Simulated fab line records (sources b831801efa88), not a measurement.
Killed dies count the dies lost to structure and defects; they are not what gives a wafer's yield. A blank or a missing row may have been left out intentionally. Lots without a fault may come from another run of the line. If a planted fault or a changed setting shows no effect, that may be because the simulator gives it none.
Which of the tools did it? -- flow sky130 -- Sampling: 11 lots, 33 wafers, 5 of 708 route steps

## WHAT EACH GAUGE READ, for each wafer
SKY_SONOS_TUNNEL_OVL_MEAS_08. Usual: SONOS_TUNNEL_OVL typically reads 0.6 nm, with standard deviation 1.4.
lot,measured,on,SONOS_TUNNEL_OVL (nm),flag
L156,day 11 15:07,overlay-02,1.1 0.4 1.7,
L160,day 13 11:20,overlay-01,-0.5 -1.2 -1.3,
L162,day 13 14:53,overlay-02,2.7 3.2 2.9,
L161,day 13 15:49,overlay-01,0.0 0.7 -0.7,
L164,day 14 09:04,overlay-02,-0.5 0.5 -0.1,
L168,day 15 20:53,overlay-02,0.7 0.5 1.7,
L169,day 15 22:09,overlay-01,2.8 2.0 3.2,
L170,day 16 11:34,overlay-01,-0.3 0.3 -0.7,
L171,day 16 17:05,overlay-01,0.1 1.6 2.4,
L173,day 17 04:10,overlay-01,-1.9 -0.4 -1.4,
L178,day 19 04:34,overlay-02,1.4 0.9 0.2,

SKY_LDD_N_OVL_MEAS_07. Usual: LDD_N_OVL typically reads 1.3 nm, with standard deviation 1.4.
lot,measured,on,LDD_N_OVL (nm),flag
L156,day 17 22:26,overlay-02,-0.1 -0.7 -1.2,
L160,day 20 07:50,overlay-01,1.8 2.2 2.1,
L162,day 20 07:32,overlay-02,1.2 1.2 2.0,
L161,day 20 09:02,overlay-01,0.8 0.1 1.9,
L164,day 21 06:02,overlay-01,2.9 3.5 3.0,
L168,day 22 19:10,overlay-01,5.5 3.2 3.5,
L169,day 22 21:11,overlay-01,4.8 3.2 3.9,
L170,day 23 09:52,overlay-02,-1.8 -0.2 0.3,
L171,day 23 16:36,overlay-01,0.1 2.3 2.2,
L173,day 24 01:23,overlay-02,-0.4 0.6 2.4,
L178,day 25 23:37,overlay-01,1.2 2.1 0.2,

## TOOL THAT RAN EACH LOT (tool first, then ch and the chambers of the sampled wafers, then the start)
lot,SKY_POLY_GATE_ETCH_15,SKY_POLY_GATE_ETCH_17,SKY_POLY_GATE_STRIP_18
L156,"rie_diel-02 ch 0,1,2, day 16 15:25","rie_si-01 ch 0,1,3, day 16 15:35","plasma_asher-03 ch 0,1, day 16 15:38"
L160,"rie_diel-03 ch 0,2,3, day 18 22:50","rie_si-01 ch 0,2,3, day 18 23:01","plasma_asher-01 ch 0,1, day 18 23:07"
L162,"rie_diel-04 ch 0,3, day 18 23:11","rie_si-02 ch 0,2, day 18 23:22","plasma_asher-03 ch 0,1, day 18 23:28"
L161,"rie_diel-02 ch 0,1,2, day 18 23:17","rie_si-01 ch 0,1,3, day 18 23:28","plasma_asher-01 ch 0,1, day 18 23:31"
L164,"rie_diel-02 ch 0,2,3, day 19 22:08","rie_si-01 ch 0,1, day 19 22:19","plasma_asher-01 ch 0,1, day 19 22:23"
L168,"rie_diel-04 ch 1,2, day 21 10:32","rie_si-02 ch 0,3, day 21 10:43","plasma_asher-02 ch 0,1, day 21 10:46"
L169,"rie_diel-04 ch 1,2,3, day 21 13:17","rie_si-01 ch 0,1, day 21 13:28","plasma_asher-01 ch 0,1, day 21 13:32"
L170,"rie_diel-03 ch 0,2, day 22 02:20","rie_si-02 ch 0,1,3, day 22 02:31","plasma_asher-03 ch 0,1, day 22 02:35"
L171,"rie_diel-03 ch 0,2,3, day 22 08:50","rie_si-01 ch 0,2, day 22 09:01","plasma_asher-03 ch 0,1, day 22 09:06"
L173,"rie_diel-02 ch 0,1,3, day 22 17:14","rie_si-01 ch 2,3, day 22 17:25","plasma_asher-03 ch 0,1, day 22 17:30"
L178,"rie_diel-03 ch 2,3, day 24 16:32","rie_si-02 ch 1,2,3, day 24 16:43","plasma_asher-03 ch 0,1, day 24 16:47"
- SKY_POLY_GATE_ETCH_15: etches BARC in N2/H2, stops on SiO2, time 118.5 s, target depth 110 nm.
- SKY_POLY_GATE_ETCH_17: etches poly-Si in HBr/Cl2, stops on SiO2, target depth 180 nm, time 70.5 s.
- SKY_POLY_GATE_STRIP_18: strips in O2/N2.

## AS READ BY THE TOOLS THEMSELVES (means over the sampled wafers that have a number; for cases with no such wafer, the mark the record gives instead)
SKY_POLY_GATE_ETCH_15. Usual: bias_w 100.0 W, standard deviation 0.3; chamber_pressure_mTorr 30.00 mTorr, standard deviation 0.035; drypump_motor_current_A 5.7 A, standard deviation 0.56; oes_product_au 0.716 a.u., standard deviation 0.0041; throttle_valve_pct 13.212 %, standard deviation 0.0092.
lot,tool,bias_w (W),chamber_pressure_mTorr (mTorr),drypump_motor_current_A (A),oes_product_au (a.u.),throttle_valve_pct (%),flag
L156,rie_diel-02,99.8,30.00,5.7,0.717,13.211,
L160,rie_diel-03,100.0,29.99,5.7,0.712,13.207,
L162,rie_diel-04,100.2,29.99,5.9,0.715,13.210,
L161,rie_diel-02,99.7,30.00,5.7,0.718,13.206,
L164,rie_diel-02,100.2,30.00,5.6,0.717,13.213,
L168,rie_diel-04,100.0,30.01,5.7,0.717,13.216,
L169,rie_diel-04,100.2,30.00,5.9,0.713,13.220,
L170,rie_diel-03,99.9,30.00,6.3,0.716,13.211,
L171,rie_diel-03,100.1,30.01,5.7,0.720,13.210,
L173,rie_diel-02,100.0,30.00,5.8,0.717,13.223,
L178,rie_diel-03,100.1,30.02,5.3,0.715,13.209,

SKY_POLY_GATE_ETCH_17. Usual: HBr_flow_sccm 150.0 sccm, standard deviation 0.4; bias_w 100.0 W, standard deviation 0.32; drypump_motor_current_A 5.6 A, standard deviation 0.31; mfc_cl2_sccm 50.00 sccm, standard deviation 0.16; oes_product_au 0.975 a.u., standard deviation 0.0074; throttle_valve_pct 33.685 %, standard deviation 0.0089.
lot,tool,HBr_flow_sccm (sccm),bias_w (W),drypump_motor_current_A (A),mfc_cl2_sccm (sccm),oes_product_au (a.u.),throttle_valve_pct (%),flag
L156,rie_si-01,149.8,99.9,5.5,50.01,0.981,33.682,
L160,rie_si-01,149.8,100.1,5.4,50.02,0.973,33.694,
L162,rie_si-02,150.0,100.0,5.9,50.04,0.983,33.680,
L161,rie_si-01,150.2,100.1,5.5,50.07,0.977,33.687,
L164,rie_si-01,149.7,100.0,5.7,50.05,0.972,33.683,
L168,rie_si-02,149.8,99.9,5.8,49.85,0.965,33.684,
L169,rie_si-01,-,-,-,-,-,-,OFF
L170,rie_si-02,-,-,-,-,-,-,OFF
L171,rie_si-01,149.7,99.9,5.6,50.03,0.972,33.689,
L173,rie_si-01,150.0,99.7,5.2,49.82,0.970,33.689,
L178,rie_si-02,150.0,100.2,5.7,50.10,0.972,33.679,

SKY_POLY_GATE_STRIP_18. Usual: drypump_motor_current_A 5.7 A, standard deviation 0.52; oes_product_au 0.361 a.u., standard deviation 0.0047; strip_time_to_endpoint_s 3.160 s, standard deviation 0.027.
lot,tool,drypump_motor_current_A (A),oes_product_au (a.u.),strip_time_to_endpoint_s (s),flag
L156,plasma_asher-03,5.6,0.359,3.170,
L160,plasma_asher-01,6.4,0.361,3.166,
L162,plasma_asher-03,5.2,0.363,3.143,
L161,plasma_asher-01,6.4,0.362,3.186,
L164,plasma_asher-01,6.4,0.362,3.169,
L168,plasma_asher-02,5.6,0.357,3.186,
L169,plasma_asher-01,6.2,0.406,4.169,OFF
L170,plasma_asher-03,5.6,0.404,4.178,OFF
L171,plasma_asher-03,5.6,0.360,3.165,
L173,plasma_asher-03,5.2,0.362,3.144,
L178,plasma_asher-03,5.2,0.359,3.158,

## THE ANSWER, worked out from the rows above alone
Rule: a lot is off if the mean of its wafers that have a number lies more than 3 standard deviations from the usual mean. Also off: a lot with no number at a reading for which 4 or more lots have one. Any other lot the step has rows for is counted as sound. First the gauges in route order, then the tools' own readings, where a lot's mean is used as printed above. At the first step where some lot is off, the reading lying furthest off is the one used; lots without a number count as furthest.
Off: L169, L170, at SKY_POLY_GATE_ETCH_17 (HBr_flow_sccm). Without a number there: L169, L170.
A tool fits if, at that step or a process step before it, it ran every lot that is off, and no sound lot after the first of them. Not one of the candidates tried fits.

## WHAT THE SIMULATOR PUT IN
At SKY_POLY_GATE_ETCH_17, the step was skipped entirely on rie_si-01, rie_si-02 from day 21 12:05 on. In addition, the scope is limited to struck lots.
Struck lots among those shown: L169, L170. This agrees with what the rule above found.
